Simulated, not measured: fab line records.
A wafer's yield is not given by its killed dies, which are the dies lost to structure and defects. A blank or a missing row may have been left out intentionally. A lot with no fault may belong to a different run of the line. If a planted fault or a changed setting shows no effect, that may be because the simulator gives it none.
A struck lot beside a sound one | flow gf180mcu | 19 steps out of a route of 602
Sound: wafers L717.2, L717.3, L717.6. Wafers L721.1, L721.3 were the ones struck. The cause comes at the end.
Per side, at each step with rows, come the tool, then ch with its chambers, and then its first start. Under that, the readings that differ: sound wafers | struck wafers | difference of the means | sigmas: that difference in standard deviations of wafers without a fault.
alike: a reading whose means differ by less than 2 such deviations, as well as words and numbers matching on both sides. not compared: withheld readings; readings where some wafer has no value; bounds like >300 that might hide an equal value; numbers whose values overlap and for which the record gives no deviation.
Wherever a step has rows on one side only, a row that says differs or no value, or a row with sigmas, the two part there. Numbers that have no deviation but don't overlap get no sigmas and don't part them. Lack of a reading on every wafer of one side parts them only where that side has two or more wafers.

GF_M3_STRIP_17: strips in O2/N2.
  sound on plasmaAsher-03 ch 0,1, day 24 09:41; struck on plasmaAsher-02 ch 0, day 26 14:47
  alike: drypumpMotorCurrentA, heaterPowerW, oesProductAu, stripTimeToEndpointS
  not compared: rfHoursCounterH
then, 3 steps without rows for these wafers: GF_M3_STRIP_18 (strips in post etch residue remover, time 1200 s); GF_M3_CLEAN_19 (cleans in DIW); GF_V3_CVD_00 (deposits SiO2, target thk 600 nm, time 100 s).
GF_V3_THK_MEAS_01:
  sound: filmMetro-02 at day 24 10:20; struck: filmMetro-01 at day 26 15:25
  alike: V3_CVD_00_THK
GF_V3_CVD_02: deposits SiO2 from TEOS, target thk 850 nm, time 94.851 s.
  sound on pecvd-02 ch 1,2, day 24 10:23; struck on pecvd-03 ch 0,2, day 26 15:28
reading          | sound       | struck  | difference | sigmas
heaterPowerW (W) | 662 607 720 | 732 954 | +180       | +2
  not compared: sinceWetCleanH
GF_V3_THK_MEAS_03:
  sound: filmMetro-04 at day 24 10:28; struck: filmMetro-02 at day 26 15:32
  alike: V3_CVD_02_THK
GF_V3_CMP_04: polishes SiO2.
  sound on cmp-01 ch 2,3, day 24 10:31; struck on cmp-02 ch 2,3, day 26 15:36
reading         | sound             | struck      | difference | sigmas
slurryFlowMlMin | 150.8 150.4 150.5 | 148.9 149.8 | -1.2       | -2
  alike: motorCurrentA, timeToEndpointS
GF_V3_BOW_MEAS_05:
  sound: filmMetro-02 at day 24 10:50; struck: filmMetro-02 at day 26 15:54
  alike: V3_BOW
then, 3 steps without rows for these wafers: GF_V3_DEHYDRATE_06 (time 60 s); GF_V3_HMDS_07 (prime time 60 s); GF_V3_COAT_08.
GF_V3_COAT_09: resist thk 1000 nm.
  sound on lithoTrack-02 ch 0, day 24 21:00; struck on lithoTrack-02 ch 0, day 27 01:00
reading                            | sound            | struck    | difference | sigmas
model.KrF_of_V3_COAT_09.thkNm (nm) | 1003 999.7 998.9 | 1027 1029 | +27        | 
then, 3 steps without rows for these wafers: GF_V3_SOFTBAKE_10 (time 60 s); GF_V3_EXPOSE_11 (exposes mask Via3, target cd 260 nm); GF_V3_PEB_12 (peb time 90 s).
GF_V3_DEVELOP_13: develop time 60 s.
  sound on lithoTrack-01 ch 0, day 25 08:38; struck on lithoTrack-01 ch 0, day 27 12:34
reading                            | sound           | struck    | difference | sigmas
model.KrF_of_V3_COAT_09.thkNm (nm) | 987.6 984.7 984 | 1012 1014 | +28        | 
GF_V3_CD_MEAS_14: the cd target is 260 nm.
  sound: cdSem-01 at day 25 08:47; struck: cdSem-02 at day 27 12:43
reading   | sound             | struck      | difference | sigmas
cdNm (nm) | 260.9 262.3 260.5 | 258.9 258.0 | -2.8       | -3
then, 1 step without rows for these wafers: GF_PASSIVATION_PROBE_99.

WHERE THEY PART
Earliest at GF_V3_CVD_02; latest, in this record, at GF_V3_CD_MEAS_14.

WHY: the cause the simulator had injected
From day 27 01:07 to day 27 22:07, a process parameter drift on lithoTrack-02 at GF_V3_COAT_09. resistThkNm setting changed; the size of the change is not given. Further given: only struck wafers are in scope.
